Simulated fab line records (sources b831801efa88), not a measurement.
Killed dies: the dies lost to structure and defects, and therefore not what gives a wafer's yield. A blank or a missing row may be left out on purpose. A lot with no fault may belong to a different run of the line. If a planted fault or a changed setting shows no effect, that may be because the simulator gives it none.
What tool caused it? || flow gf180mcu || 14 lots with 42 wafers sampled at 2 steps, on a route of 602 steps

WHAT THE GAUGES READ, wafer by wafer
GF_V5_THK_MEAS_25: measures by xrf. Usual: for V5_W_THK the level is 349 nm and the standard deviation is 7.
{"lot": "L921", "measured": "day 28 03:05", "on": "filmMetro-02", "V5_W_THK (nm)": "357 350 356", "flag": ""}
{"lot": "L923", "measured": "day 28 20:11", "on": "filmMetro-02", "V5_W_THK (nm)": "355 353 353", "flag": ""}
{"lot": "L924", "measured": "day 29 04:25", "on": "filmMetro-01", "V5_W_THK (nm)": "337 356 353", "flag": ""}
{"lot": "L925", "measured": "day 29 14:23", "on": "filmMetro-03", "V5_W_THK (nm)": "347 346 351", "flag": ""}
{"lot": "L931", "measured": "day 31 04:40", "on": "filmMetro-02", "V5_W_THK (nm)": "345 345 348", "flag": ""}
{"lot": "L932", "measured": "day 32 00:38", "on": "filmMetro-02", "V5_W_THK (nm)": "366 371 365", "flag": ""}
{"lot": "L934", "measured": "day 32 06:02", "on": "filmMetro-02", "V5_W_THK (nm)": "346 348 351", "flag": ""}
{"lot": "L933", "measured": "day 32 08:48", "on": "filmMetro-01", "V5_W_THK (nm)": "343 343 341", "flag": ""}
{"lot": "L935", "measured": "day 32 09:11", "on": "filmMetro-03", "V5_W_THK (nm)": "357 346 354", "flag": ""}
{"lot": "L937", "measured": "day 32 15:20", "on": "filmMetro-03", "V5_W_THK (nm)": "340 340 347", "flag": ""}
{"lot": "L938", "measured": "day 33 05:53", "on": "filmMetro-02", "V5_W_THK (nm)": "360 358 360", "flag": ""}
{"lot": "L939", "measured": "day 33 10:58", "on": "filmMetro-01", "V5_W_THK (nm)": "343 349 345", "flag": ""}
{"lot": "L940", "measured": "day 33 17:20", "on": "filmMetro-02", "V5_W_THK (nm)": "353 349 350", "flag": ""}
{"lot": "L941", "measured": "day 34 00:34", "on": "filmMetro-01", "V5_W_THK (nm)": "338 337 338", "flag": ""}

TOOL THAT RAN EACH LOT (tool first, then ch and the chambers of the sampled wafers, then the start)
{"lot": "L921", "GF_POLY_GATE_STRIP_14": "plasmaAsher-04 ch 0,1, day 10 00:07"}
{"lot": "L923", "GF_POLY_GATE_STRIP_14": "plasmaAsher-04 ch 0, day 10 13:52"}
{"lot": "L924", "GF_POLY_GATE_STRIP_14": "plasmaAsher-01 ch 0,1, day 10 18:19"}
{"lot": "L925", "GF_POLY_GATE_STRIP_14": "plasmaAsher-04 ch 0,1, day 11 05:43"}
{"lot": "L931", "GF_POLY_GATE_STRIP_14": "plasmaAsher-03 ch 0,1, day 12 19:21"}
{"lot": "L932", "GF_POLY_GATE_STRIP_14": "plasmaAsher-03 ch 0,1, day 13 20:16"}
{"lot": "L934", "GF_POLY_GATE_STRIP_14": "plasmaAsher-04 ch 0,1, day 14 05:40"}
{"lot": "L933", "GF_POLY_GATE_STRIP_14": "plasmaAsher-01 ch 0,1, day 14 06:02"}
{"lot": "L935", "GF_POLY_GATE_STRIP_14": "plasmaAsher-03 ch 0,1, day 14 07:28"}
{"lot": "L937", "GF_POLY_GATE_STRIP_14": "plasmaAsher-04 ch 0,1, day 14 15:10"}
{"lot": "L938", "GF_POLY_GATE_STRIP_14": "plasmaAsher-04 ch 0,1, day 15 10:25"}
{"lot": "L939", "GF_POLY_GATE_STRIP_14": "plasmaAsher-04 ch 0,1, day 15 16:46"}
{"lot": "L940", "GF_POLY_GATE_STRIP_14": "plasmaAsher-03 ch 0,1, day 16 04:10"}
{"lot": "L941", "GF_POLY_GATE_STRIP_14": "plasmaAsher-01 ch 0,1, day 16 12:19"}
- GF_POLY_GATE_STRIP_14: strips in O2/N2.

AS READ BY THE TOOLS THEMSELVES (means over the sampled wafers that have a number; for cases with no such wafer, the mark the record gives instead)
GF_POLY_GATE_STRIP_14. Usual: drypumpMotorCurrentA 5.7 A, standard deviation 0.48; heaterPowerW 336 W, standard deviation 21; oesProductAu 0.506 a.u., standard deviation 0.0046.
{"lot": "L921", "tool": "plasmaAsher-04", "drypumpMotorCurrentA (A)": 6.2, "heaterPowerW (W)": 334, "oesProductAu (a.u.)": 0.507, "flag": ""}
{"lot": "L923", "tool": "plasmaAsher-04", "drypumpMotorCurrentA (A)": 5.7, "heaterPowerW (W)": 323, "oesProductAu (a.u.)": 0.507, "flag": ""}
{"lot": "L924", "tool": "plasmaAsher-01", "drypumpMotorCurrentA (A)": 5.0, "heaterPowerW (W)": 361, "oesProductAu (a.u.)": 0.505, "flag": ""}
{"lot": "L925", "tool": "plasmaAsher-04", "drypumpMotorCurrentA (A)": 5.9, "heaterPowerW (W)": 330, "oesProductAu (a.u.)": 0.506, "flag": ""}
{"lot": "L931", "tool": "plasmaAsher-03", "drypumpMotorCurrentA (A)": 5.6, "heaterPowerW (W)": 316, "oesProductAu (a.u.)": 0.511, "flag": ""}
{"lot": "L932", "tool": "plasmaAsher-03", "drypumpMotorCurrentA (A)": 5.6, "heaterPowerW (W)": 311, "oesProductAu (a.u.)": 0.504, "flag": ""}
{"lot": "L934", "tool": "plasmaAsher-04", "drypumpMotorCurrentA (A)": 6.2, "heaterPowerW (W)": 335, "oesProductAu (a.u.)": 0.507, "flag": ""}
{"lot": "L933", "tool": "plasmaAsher-01", "drypumpMotorCurrentA (A)": 5.1, "heaterPowerW (W)": 368, "oesProductAu (a.u.)": 0.508, "flag": ""}
{"lot": "L935", "tool": "plasmaAsher-03", "drypumpMotorCurrentA (A)": 5.6, "heaterPowerW (W)": 314, "oesProductAu (a.u.)": 0.506, "flag": ""}
{"lot": "L937", "tool": "plasmaAsher-04", "drypumpMotorCurrentA (A)": 5.9, "heaterPowerW (W)": 339, "oesProductAu (a.u.)": 0.506, "flag": ""}
{"lot": "L938", "tool": "plasmaAsher-04", "drypumpMotorCurrentA (A)": 5.9, "heaterPowerW (W)": 331, "oesProductAu (a.u.)": 0.509, "flag": ""}
{"lot": "L939", "tool": "plasmaAsher-04", "drypumpMotorCurrentA (A)": 6.2, "heaterPowerW (W)": 339, "oesProductAu (a.u.)": 0.504, "flag": ""}
{"lot": "L940", "tool": "plasmaAsher-03", "drypumpMotorCurrentA (A)": 5.6, "heaterPowerW (W)": 315, "oesProductAu (a.u.)": 0.505, "flag": ""}
{"lot": "L941", "tool": "plasmaAsher-01", "drypumpMotorCurrentA (A)": 5.1, "heaterPowerW (W)": 366, "oesProductAu (a.u.)": 0.505, "flag": ""}

THE ANSWER, worked out from the rows above alone
Rule: a lot is off if the mean of its wafers that have a number lies more than 3 standard deviations from the usual mean. Also off: a lot with no number at a reading for which 4 or more lots have one. All remaining lots with rows at the step are treated as sound. The gauges are gone through in route order, then the tools' own readings, and for those a lot's mean is taken as printed above. The first step at which some lot is off is used, and at that step the reading that is off furthest; a lot without a number counts as furthest.
Across all readings shown, no lot is off: no conclusion can be drawn from this.

WHAT THE SIMULATOR PUT IN
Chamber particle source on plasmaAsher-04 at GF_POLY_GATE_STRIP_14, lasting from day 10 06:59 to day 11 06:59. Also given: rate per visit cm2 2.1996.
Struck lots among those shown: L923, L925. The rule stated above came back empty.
